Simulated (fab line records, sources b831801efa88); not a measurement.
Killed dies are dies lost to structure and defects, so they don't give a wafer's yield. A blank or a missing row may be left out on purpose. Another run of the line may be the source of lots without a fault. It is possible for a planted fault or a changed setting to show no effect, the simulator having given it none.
fab line records	flow gf180mcu
record lots=24	wafers=72	last_day=34
route steps=602 shown M2@377 V2@397 M3@424 V3@444 M5@536 V5@542
lots that met no fault: taken from a fault-free run of the same line
start_h: hours from the record's first day to the start of the lot's first wafer shown	wait_h: hours since the lot's step before	" the same as in the row above	L1.1+2: a row that stands for several wafers	- either no value or no given start	* or withheld: withheld	< > ~ a bound
route shown NAME@n: a module of which the file shows steps, and the number in the route of the first	usual: the fault-free wafers' mean and standard deviation	same: alike in all rows	chamber/n: place in a boat	sites: each site's reading	_std_site: standard deviation across them	_edge_site: outer sites' mean less inner sites'	radius_mm: how far each site lies from the wafer's centre	mask NAME#n: copy n	behind: the most recent tool/chamber to have shaped the wafer	hold: why the lot was held/for how many hours/how that ended	device: transistor that didn't switch, given as n, p or np	end of line: the tests these same wafers got at the end of their route	for a step that has no rows: nothing shown but its recipe	killed: dies lost to structure and defects at the first sort, not the wafer's yield	map: per-die view of a wafer (x killed, . not killed, _ where there is no die)
set.NAME: the run value of the setting; set.NAME@STEP: its run value at that earlier step	model.NAME: the simulator's own value behind a step, which no gauge read
a sample of lots followed through the steps of the route, with each step as a table and each wafer as a row
services: from which hour (start_h, from the record's first day; less than 0 if before it) a tool's chamber was out of use, for how many hours, and why
## steps
# step GF_M2_OVL_MEAS_15
# usual M2_OVL=-2/6.2
lot.wafer	tool	chamber	start_h	wait_h	M2_OVL[nm]
L074.1	overlay-02	-	441.21	0.1	-9
L074.3	"	-	"	"	-2
L074.5	"	-	"	"	-3
L075.1	overlay-01	-	449.76	0.1	1
L075.2	"	-	"	"	3
L075.4	"	-	"	"	6
L076.2	overlay-01	-	454.12	0.1	6
L076.3	"	-	"	"	0
L076.5	"	-	"	"	-1
L077.3	overlay-01	-	462.66	0.1	2
L077.4	"	-	"	"	0
L077.6	"	-	"	"	10
L078.1	overlay-01	-	475.86	0.1	-20
L078.2	"	-	"	"	-6
L078.6	"	-	"	"	-6
L079.2	overlay-02	-	480.87	0.1	8
L079.5	"	-	"	"	-1
L079.6	"	-	"	"	5
L080.2	overlay-01	-	489.40	0.1	-3
L080.4	"	-	"	"	-7
L080.6	"	-	"	"	-5
L081.2	overlay-01	-	503.45	0.1	4
L081.4	"	-	"	"	-2
L081.5	"	-	"	"	3
L082.3	overlay-01	-	511.91	0.1	-4
L082.4	"	-	"	"	6
L082.5	"	-	"	"	-2
L083.3	overlay-01	-	517.07	0.1	2
L083.4	"	-	"	"	2
L083.5	"	-	"	"	2
L084.4	overlay-01	-	533.41	0.1	-5
L084.5	"	-	"	"	-2
L084.6	"	-	"	"	-4
L085.1	overlay-02	-	540.31	0.1	-9
L085.5	"	-	"	"	-6
L085.6	"	-	"	"	9
L086.1	overlay-01	-	547.89	0.1	-1
L086.2	"	-	"	"	7
L086.3	"	-	"	"	1
L087.2	overlay-01	-	554.00	0.1	0
L087.3	"	-	"	"	-1
L087.6	"	-	"	"	-2
L088.2	overlay-01	-	564.05	0.1	-1
L088.3	"	-	"	"	-2
L088.5	"	-	"	"	-3
L089.1	overlay-01	-	571.56	0.1	7
L089.3	"	-	"	"	3
L089.6	"	-	"	"	12
L090.1	overlay-02	-	575.69	0.1	-1
L090.2	"	-	"	"	-3
L090.4	"	-	"	"	-6
L091.1	overlay-01	-	584.63	0.1	10
L091.2	"	-	"	"	-2
L091.4	"	-	"	"	10
L092.2	overlay-02	-	592.75	0.1	1
L092.4	"	-	"	"	-7
L092.5	"	-	"	"	-8
L093.1	overlay-01	-	598.49	0.1	-11
L093.4	"	-	"	"	-8
L093.5	"	-	"	"	-3
L094.1	overlay-01	-	611.24	0.1	-6
L094.2	"	-	"	"	-6
L094.4	"	-	"	"	0
L095.3	overlay-02	-	616.87	0.1	-4
L095.4	"	-	"	"	1
L095.5	"	-	"	"	-4
L096.2	overlay-02	-	629.20	0.1	-2
L096.4	"	-	"	"	1
L096.6	"	-	"	"	-2
L097.1	overlay-01	-	636.14	0.1	-22
L097.3	"	-	"	"	-14
L097.4	"	-	"	"	-6
# step GF_V2_OVL_MEAS_15
# usual V2_OVL=6/5.5
lot.wafer	tool	chamber	start_h	wait_h	V2_OVL[nm]
L074.1	overlay-01	-	466.75	0.1	5
L074.3	"	-	"	"	1
L074.5	"	-	"	"	-1
L075.1	overlay-02	-	475.03	0.1	4
L075.2	"	-	"	"	3
L075.4	"	-	"	"	1
L076.2	overlay-01	-	479.93	0.1	1
L076.3	"	-	"	"	4
L076.5	"	-	"	"	0
L077.3	overlay-02	-	488.61	0.1	6
L077.4	"	-	"	"	2
L077.6	"	-	"	"	8
L078.1	overlay-02	-	500.84	0.1	11
L078.2	"	-	"	"	2
L078.6	"	-	"	"	2
L079.2	overlay-01	-	506.45	0.1	2
L079.5	"	-	"	"	-4
L079.6	"	-	"	"	0
L080.2	overlay-02	-	514.45	0.1	7
L080.4	"	-	"	"	3
L080.6	"	-	"	"	-1
L081.2	overlay-02	-	528.40	0.1	10
L081.4	"	-	"	"	3
L081.5	"	-	"	"	10
L082.3	overlay-02	-	536.41	0.1	9
L082.4	"	-	"	"	-2
L082.5	"	-	"	"	9
L083.3	overlay-01	-	541.21	0.1	-2
L083.4	"	-	"	"	4
L083.5	"	-	"	"	-5
L084.4	overlay-02	-	557.81	0.1	13
L084.5	"	-	"	"	8
L084.6	"	-	"	"	9
L085.1	overlay-01	-	563.79	0.1	8
L085.5	"	-	"	"	12
L085.6	"	-	"	"	26
L086.1	overlay-02	-	571.79	0.1	2
L086.2	"	-	"	"	1
L086.3	"	-	"	"	9
L087.2	overlay-01	-	578.22	0.1	0
L087.3	"	-	"	"	4
L087.6	"	-	"	"	2
L088.2	overlay-01	-	587.28	0.1	7
L088.3	"	-	"	"	10
L088.5	"	-	"	"	8
L089.1	overlay-01	-	594.42	0.1	9
L089.3	"	-	"	"	8
L089.6	"	-	"	"	7
L090.1	overlay-02	-	598.72	0.1	16
L090.2	"	-	"	"	6
L090.4	"	-	"	"	8
L091.1	overlay-02	-	607.37	0.1	2
L091.2	"	-	"	"	5
L091.4	"	-	"	"	9
L092.2	overlay-01	-	615.65	0.1	4
L092.4	"	-	"	"	2
L092.5	"	-	"	"	13
L093.1	overlay-01	-	620.97	0.1	6
L093.4	"	-	"	"	-5
L093.5	"	-	"	"	4
L094.1	overlay-02	-	633.29	0.1	13
L094.2	"	-	"	"	12
L094.4	"	-	"	"	16
L095.3	overlay-02	-	638.00	0.1	18
L095.4	"	-	"	"	2
L095.5	"	-	"	"	7
L096.2	overlay-01	-	650.25	0.1	4
L096.4	"	-	"	"	13
L096.6	"	-	"	"	7
L097.1	overlay-01	-	657.44	0.1	11
L097.3	"	-	"	"	13
L097.4	"	-	"	"	7
# step GF_M3_OVL_MEAS_15
# usual M3_OVL=-1/4.9
lot.wafer	tool	chamber	start_h	wait_h	M3_OVL[nm]
L074.1	overlay-01	-	492.74	0.1	-5
L074.3	"	-	"	"	2
L074.5	"	-	"	"	3
L075.1	overlay-01	-	500.36	0.1	3
L075.2	"	-	"	"	-1
L075.4	"	-	"	"	-2
L076.2	overlay-02	-	505.47	0.1	0
L076.3	"	-	"	"	2
L076.5	"	-	"	"	1
L077.3	overlay-02	-	513.79	0.1	-2
L077.4	"	-	"	"	-3
L077.6	"	-	"	"	4
L078.1	overlay-02	-	525.81	0.1	2
L078.2	"	-	"	"	4
L078.6	"	-	"	"	3
L079.2	overlay-01	-	531.08	0.1	1
L079.5	"	-	"	"	-8
L079.6	"	-	"	"	-9
L080.2	overlay-01	-	538.87	0.1	6
L080.4	"	-	"	"	9
L080.6	"	-	"	"	2
L081.2	overlay-02	-	552.57	0.1	8
L081.4	"	-	"	"	10
L081.5	"	-	"	"	6
L082.3	overlay-02	-	559.94	0.1	-5
L082.4	"	-	"	"	-4
L082.5	"	-	"	"	-5
L083.3	overlay-01	-	565.57	0.1	2
L083.4	"	-	"	"	0
L083.5	"	-	"	"	-2
L084.4	overlay-01	-	582.05	0.1	-7
L084.5	"	-	"	"	3
L084.6	"	-	"	"	-12
L085.1	overlay-01	-	587.62	0.1	-7
L085.5	"	-	"	"	-3
L085.6	"	-	"	"	3
L086.1	overlay-02	-	595.31	0.1	-11
L086.2	"	-	"	"	3
L086.3	"	-	"	"	-6
L087.2	overlay-02	-	601.33	0.1	-4
L087.3	"	-	"	"	-12
L087.6	"	-	"	"	-5
L088.2	overlay-02	-	610.13	0.1	-7
L088.3	"	-	"	"	-1
L088.5	"	-	"	"	-13
L089.1	overlay-01	-	616.89	0.1	-7
L089.3	"	-	"	"	1
L089.6	"	-	"	"	1
L090.1	overlay-02	-	621.79	0.1	0
L090.2	"	-	"	"	0
L090.4	"	-	"	"	3
L091.1	overlay-02	-	630.49	0.1	-1
L091.2	"	-	"	"	2
L091.4	"	-	"	"	3
L092.2	overlay-01	-	637.60	0.1	0
L092.4	"	-	"	"	-3
L092.5	"	-	"	"	7
L093.1	overlay-02	-	642.99	0.1	-2
L093.4	"	-	"	"	-7
L093.5	"	-	"	"	-12
L094.1	overlay-01	-	655.46	0.1	-5
L094.2	"	-	"	"	3
L094.4	"	-	"	"	-1
L095.3	overlay-02	-	659.05	0.1	-2
L095.4	"	-	"	"	1
L095.5	"	-	"	"	0
L096.2	overlay-01	-	670.61	0.1	-6
L096.4	"	-	"	"	-3
L096.6	"	-	"	"	-3
L097.1	overlay-02	-	678.06	0.1	-8
L097.3	"	-	"	"	-3
L097.4	"	-	"	"	-9
# step GF_V3_OVL_MEAS_15
# usual V3_OVL=-2/5.8
lot.wafer	tool	chamber	start_h	wait_h	V3_OVL[nm]
L074.1	overlay-01	-	518.06	0.1	-3
L074.3	"	-	"	"	7
L074.5	"	-	"	"	8
L075.1	overlay-01	-	524.98	0.1	-11
L075.2	"	-	"	"	-5
L075.4	"	-	"	"	-9
L076.2	overlay-02	-	530.25	0.1	-7
L076.3	"	-	"	"	1
L076.5	"	-	"	"	0
L077.3	overlay-01	-	537.92	0.1	9
L077.4	"	-	"	"	-5
L077.6	"	-	"	"	-1
L078.1	overlay-01	-	549.58	0.1	1
L078.2	"	-	"	"	0
L078.6	"	-	"	"	-1
L079.2	overlay-01	-	555.52	0.1	-5
L079.5	"	-	"	"	-7
L079.6	"	-	"	"	-5
L080.2	overlay-02	-	562.70	0.1	-3
L080.4	"	-	"	"	-9
L080.6	"	-	"	"	-5
L081.2	overlay-02	-	576.45	0.1	-15
L081.4	"	-	"	"	-14
L081.5	"	-	"	"	-1
L082.3	overlay-01	-	582.57	0.1	-1
L082.4	"	-	"	"	-2
L082.5	"	-	"	"	-1
L083.3	overlay-01	-	588.92	0.1	3
L083.4	"	-	"	"	-1
L083.5	"	-	"	"	3
L084.4	overlay-02	-	605.16	0.1	-9
L084.5	"	-	"	"	-4
L084.6	"	-	"	"	-12
L085.1	overlay-01	-	610.26	0.1	-5
L085.5	"	-	"	"	1
L085.6	"	-	"	"	-5
L086.1	overlay-02	-	617.64	0.1	6
L086.2	"	-	"	"	6
L086.3	"	-	"	"	4
L087.2	overlay-02	-	623.30	0.1	3
L087.3	"	-	"	"	-5
L087.6	"	-	"	"	-3
L088.2	overlay-01	-	631.88	0.1	7
L088.3	"	-	"	"	-5
L088.5	"	-	"	"	-1
L089.1	overlay-02	-	638.52	0.1	-3
L089.3	"	-	"	"	9
L089.6	"	-	"	"	-10
L090.1	overlay-01	-	643.16	0.1	-6
L090.2	"	-	"	"	-5
L090.4	"	-	"	"	-5
L091.1	overlay-02	-	651.89	0.1	0
L091.2	"	-	"	"	0
L091.4	"	-	"	"	-5
L092.2	overlay-02	-	658.18	0.1	-3
L092.4	"	-	"	"	-4
L092.5	"	-	"	"	7
L093.1	overlay-01	-	662.99	0.1	1
L093.4	"	-	"	"	-3
L093.5	"	-	"	"	-5
L094.1	overlay-02	-	675.72	0.1	0
L094.2	"	-	"	"	-12
L094.4	"	-	"	"	-1
L095.3	overlay-02	-	679.97	0.1	-8
L095.4	"	-	"	"	10
L095.5	"	-	"	"	1
L096.2	overlay-02	-	690.93	0.1	-6
L096.4	"	-	"	"	-3
L096.6	"	-	"	"	-3
L097.1	overlay-02	-	697.81	0.1	-4
L097.3	"	-	"	"	-1
L097.4	"	-	"	"	-1
# step GF_M5_METAL_ETCH_10
# recipe chemistry=Cl2/BCl3	mask_material=KrF	target_depth_nm=627.5	stop_on=SiO2	pressure_mtorr=8	icp_w=800	bias_w=140	Cl2_flow_sccm=80	bcl3_flow_sccm=40	time_s=104.6
# usual bcl3_flow_sccm=39.98/0.13	drypump_motor_current_A=5.7/0.31	he_backside_leak_sccm=3.4/0.32	oes_product_au=0.970/0.0072	throttle_valve_pct=28.253/0.011
lot.wafer	tool	chamber	start_h	wait_h	bcl3_flow_sccm	drypump_motor_current_A	he_backside_leak_sccm	oes_product_au	rf_hours_counter_h	throttle_valve_pct
L074.1	rie_metal-01	1	611.10	0.0	39.90	6.2	3.2	0.978	9	28.257
L074.3	"	0	"	"	39.97	6.3	3.1	0.977	-	28.257
L074.5	"	0	"	"	40.12	6.3	3.2	0.965	-	28.271
L075.1	rie_metal-01	0	617.88	0.0	39.84	6.3	2.9	0.968	12	28.239
L075.2	"	1	"	"	39.80	6.2	3.2	0.984	9	28.263
L075.4	"	0	"	"	40.06	6.3	3.1	0.974	-	28.243
L076.2	rie_metal-01	1	622.26	0.0	39.83	6.2	3.4	0.984	-	28.222
L076.3	"	1	"	"	39.96	6.2	3.5	0.978	-	28.223
L076.5	"	1	"	"	40.00	6.2	3.6	0.974	-	28.264
L077.3	rie_metal-01	1	629.86	0.1	39.98	6.2	2.9	0.974	-	28.257
L077.4	"	1	"	"	39.96	6.2	3.3	0.968	-	28.244
L077.6	"	1	"	"	39.87	6.2	3.2	0.979	-	28.260
L078.1	rie_metal-04	0	640.72	0.0	40.01	5.6	3.6	0.969	7	28.266
L078.2	"	1	"	"	39.87	5.6	3.7	0.967	5	28.255
L078.6	"	1	"	"	39.89	5.5	3.6	0.959	-	28.271
L079.2	rie_metal-02	1	646.88	0.0	39.82	6.2	3.1	0.977	12	28.249
L079.5	"	0	"	"	39.91	5.5	3.1	0.963	-	28.252
L079.6	"	1	"	"	39.68	6.2	3.3	0.974	-	28.239
L080.2	rie_metal-04	1	651.62	0.0	40.09	5.5	3.6	0.971	5	28.254
L080.4	"	0	"	"	39.90	5.6	3.5	0.973	-	28.251
L080.6	"	1	"	"	39.97	5.6	3.3	0.976	-	28.264
L081.2	rie_metal-04	1	663.93	0.0	39.97	5.6	3.6	0.963	5	28.253
L081.4	"	0	"	"	40.20	5.5	3.5	0.971	-	28.256
L081.5	"	0	"	"	39.86	5.6	3.6	0.959	-	28.265
L082.3	rie_metal-02	1	669.01	0.0	39.84	6.2	3.1	0.975	-	28.240
L082.4	"	0	"	"	40.12	5.4	3.2	0.974	-	28.257
L082.5	"	1	"	"	39.96	6.2	3.0	0.972	-	28.243
L083.3	rie_metal-04	1	676.41	0.0	40.03	5.5	3.8	0.969	-	28.273
L083.4	"	0	"	"	40.18	5.6	3.6	0.967	-	28.243
L083.5	"	0	"	"	40.26	5.6	3.6	0.967	-	28.248
L084.4	rie_metal-04	0	689.94	0.0	39.72	5.6	3.6	0.965	-	28.252
L084.5	"	0	"	"	39.78	5.6	3.6	0.973	-	28.266
L084.6	"	1	"	"	40.22	5.6	3.4	0.972	-	28.258
L085.1	rie_metal-01	1	693.15	0.0	39.99	6.2	3.4	0.978	11	28.250
L085.5	"	0	"	"	40.11	6.3	3.2	0.976	-	28.257
L085.6	"	1	"	"	40.16	6.2	3.4	0.968	-	28.266
L086.1	rie_metal-04	1	700.17	0.0	40.05	5.6	3.5	0.973	7	28.260
L086.2	"	0	"	"	39.94	5.6	3.4	0.961	9	28.257
L086.3	"	0	"	"	39.79	5.6	3.6	0.982	-	28.265
L087.2	rie_metal-02	1	705.77	0.0	39.95	6.2	3.3	0.964	14	28.254
L087.3	"	1	"	"	39.84	6.2	3.2	0.967	-	28.248
L087.6	"	1	"	"	39.93	6.2	3.3	0.975	-	28.255
L088.2	rie_metal-04	1	714.27	0.0	40.00	5.6	3.6	0.963	7	28.262
L088.3	"	1	"	"	40.10	5.6	3.7	0.969	-	28.240
L088.5	"	0	"	"	39.82	5.5	3.5	0.955	-	28.265
L089.1	rie_metal-04	0	718.68	0.0	40.26	5.6	3.4	0.950	10	28.253
L089.3	"	0	"	"	40.16	5.6	3.5	0.954	-	28.264
L089.6	"	1	"	"	39.94	5.6	3.6	0.962	-	28.263
L090.1	rie_metal-04	0	723.80	0.0	40.11	5.6	3.5	0.974	10	28.266
L090.2	"	1	"	"	40.20	5.6	3.6	0.964	8	28.235
L090.4	"	0	"	"	40.08	5.6	3.5	0.967	-	28.250
L091.1	rie_metal-04	1	730.95	0.0	39.98	5.6	3.5	0.965	8	28.236
L091.2	"	0	"	"	39.90	5.5	3.7	0.979	11	28.246
L091.4	"	0	"	"	39.81	5.6	3.6	0.972	-	28.241
L092.2	rie_metal-04	1	740.85	0.0	39.96	5.6	3.4	0.969	8	28.252
L092.4	"	0	"	"	40.06	5.5	3.8	0.975	-	28.253
L092.5	"	1	"	"	40.20	5.6	3.3	0.969	-	28.255
L093.1	rie_metal-02	0	741.42	0.0	39.77	5.4	3.3	0.972	5	28.262
L093.4	"	0	"	"	40.02	5.4	3.3	0.972	-	28.264
L093.5	"	0	"	"	39.98	5.4	3.2	0.965	-	28.250
L094.1	rie_metal-04	0	752.07	0.0	39.94	5.6	3.5	0.957	11	28.245
L094.2	"	1	"	"	39.89	5.6	3.5	0.965	9	28.255
L094.4	"	1	"	"	39.87	5.6	3.6	0.960	-	28.259
L095.3	rie_metal-04	1	756.77	0.0	39.71	5.6	3.6	0.963	-	28.256
L095.4	"	0	"	"	39.97	5.6	3.6	0.974	-	28.242
L095.5	"	0	"	"	40.12	5.6	3.6	0.974	-	28.273
L096.2	rie_metal-04	1	766.17	0.0	39.84	5.6	5.3	0.966	9	28.252
L096.4	"	0	"	"	40.10	5.5	3.7	0.977	-	28.262
L096.6	"	0	"	"	39.92	5.6	3.8	0.970	-	28.242
L097.1	rie_metal-02	0	771.00	0.0	40.02	5.5	3.3	0.971	7	28.257
L097.3	"	1	"	"	40.06	6.2	3.2	0.974	-	28.240
L097.4	"	0	"	"	40.03	5.4	3.2	0.970	-	28.255
# step GF_V5_CVD_02
# recipe material=SiO2	target_thk_nm=1450	precursor=TEOS	temp_c=400	time_s=163.28	rf_w=600
# usual heater_power_w=613/72
lot.wafer	tool	chamber	start_h	wait_h	heater_power_w
L074.1	pecvd-01	1	611.88	0.1	573
L074.3	"	2	"	"	651
L074.5	"	2	"	"	713
L075.1	pecvd-03	2	618.68	0.1	625
L075.2	"	1	"	"	675
L075.4	"	2	"	"	678
L076.2	pecvd-03	1	623.08	0.0	658
L076.3	"	0	"	"	580
L076.5	"	0	"	"	638
L077.3	pecvd-03	2	630.65	0.0	675
L077.4	"	2	"	"	532
L077.6	"	1	"	"	572
L078.1	pecvd-03	2	641.47	0.1	603
L078.2	"	0	"	"	629
L078.6	"	1	"	"	702
L079.2	pecvd-01	1	647.63	0.0	640
L079.5	"	1	"	"	515
L079.6	"	0	"	"	533
L080.2	pecvd-01	0	652.40	0.0	647
L080.4	"	1	"	"	506
L080.6	"	0	"	"	537
L081.2	pecvd-04	1	664.75	0.0	686
L081.4	"	2	"	"	449
L081.5	"	1	"	"	673
L082.3	pecvd-04	2	669.79	0.1	432
L082.4	"	1	"	"	695
L082.5	"	1	"	"	575
L083.3	pecvd-01	0	677.12	0.0	543
L083.4	"	1	"	"	533
L083.5	"	2	"	"	582
L084.4	pecvd-04	1	690.71	0.1	701
L084.5	"	2	"	"	527
L084.6	"	0	"	"	472
L085.1	pecvd-04	0	693.90	0.1	542
L085.5	"	0	"	"	595
L085.6	"	1	"	"	704
L086.1	pecvd-04	0	700.96	0.1	565
L086.2	"	1	"	"	667
L086.3	"	2	"	"	500
L087.2	pecvd-01	1	706.55	0.0	648
L087.3	"	2	"	"	654
L087.6	"	2	"	"	736
L088.2	pecvd-03	0	715.03	0.0	606
L088.3	"	1	"	"	713
L088.5	"	0	"	"	672
L089.1	pecvd-01	2	719.43	0.1	629
L089.3	"	0	"	"	657
L089.6	"	0	"	"	526
L090.1	pecvd-01	2	724.55	0.1	646
L090.2	"	1	"	"	644
L090.4	"	0	"	"	652
L091.1	pecvd-01	1	731.71	0.1	535
L091.2	"	2	"	"	631
L091.4	"	0	"	"	532
L092.2	pecvd-01	0	741.63	0.0	639
L092.4	"	1	"	"	521
L092.5	"	2	"	"	729
L093.1	pecvd-03	1	742.28	0.1	709
L093.4	"	1	"	"	582
L093.5	"	2	"	"	547
L094.1	pecvd-01	2	752.82	0.1	737
L094.2	"	1	"	"	662
L094.4	"	2	"	"	578
L095.3	pecvd-03	2	757.48	0.0	670
L095.4	"	2	"	"	527
L095.5	"	0	"	"	676
L096.2	pecvd-03	1	766.92	0.0	680
L096.4	"	1	"	"	558
L096.6	"	2	"	"	527
L097.1	pecvd-03	0	771.75	0.1	564
L097.3	"	1	"	"	721
L097.4	"	2	"	"	687
## services
tool	chamber	start_h	hours	kind
rie_metal-02	0	594.58	-	clean
rie_metal-02	0	594.58	21.7	scheduled_down
rie_metal-02	0	594.58	21.7	vent_cycle
rie_metal-04	-	597.22	28.1	pm
pecvd-01	-	603.05	0.6	repair
pecvd-03	-	610.96	1.4	repair
rie_metal-01	1	612.01	3.9	repair
rie_metal-01	0	621.31	-	clean
rie_metal-01	0	621.31	19.4	scheduled_down
rie_metal-01	0	621.31	19.4	vent_cycle
rie_metal-02	-	629.87	0.3	repair
rie_metal-01	-	634.34	14.6	pm
pecvd-03	-	643.10	2.8	pm
pecvd-04	0	663.95	18.8	repair
pecvd-03	-	685.60	0.7	repair
rie_metal-04	-	703.76	2.8	pm
pecvd-04	-	711.33	75.3	repair
rie_metal-04	-	719.58	0.5	repair
pecvd-04	-	719.79	6.1	repair
rie_metal-01	1	722.00	-	clean
rie_metal-01	1	722.00	20.1	scheduled_down
rie_metal-01	1	722.00	20.1	vent_cycle
rie_metal-02	1	726.49	-	clean
rie_metal-01	-	745.88	2.8	pm
## key
fault none
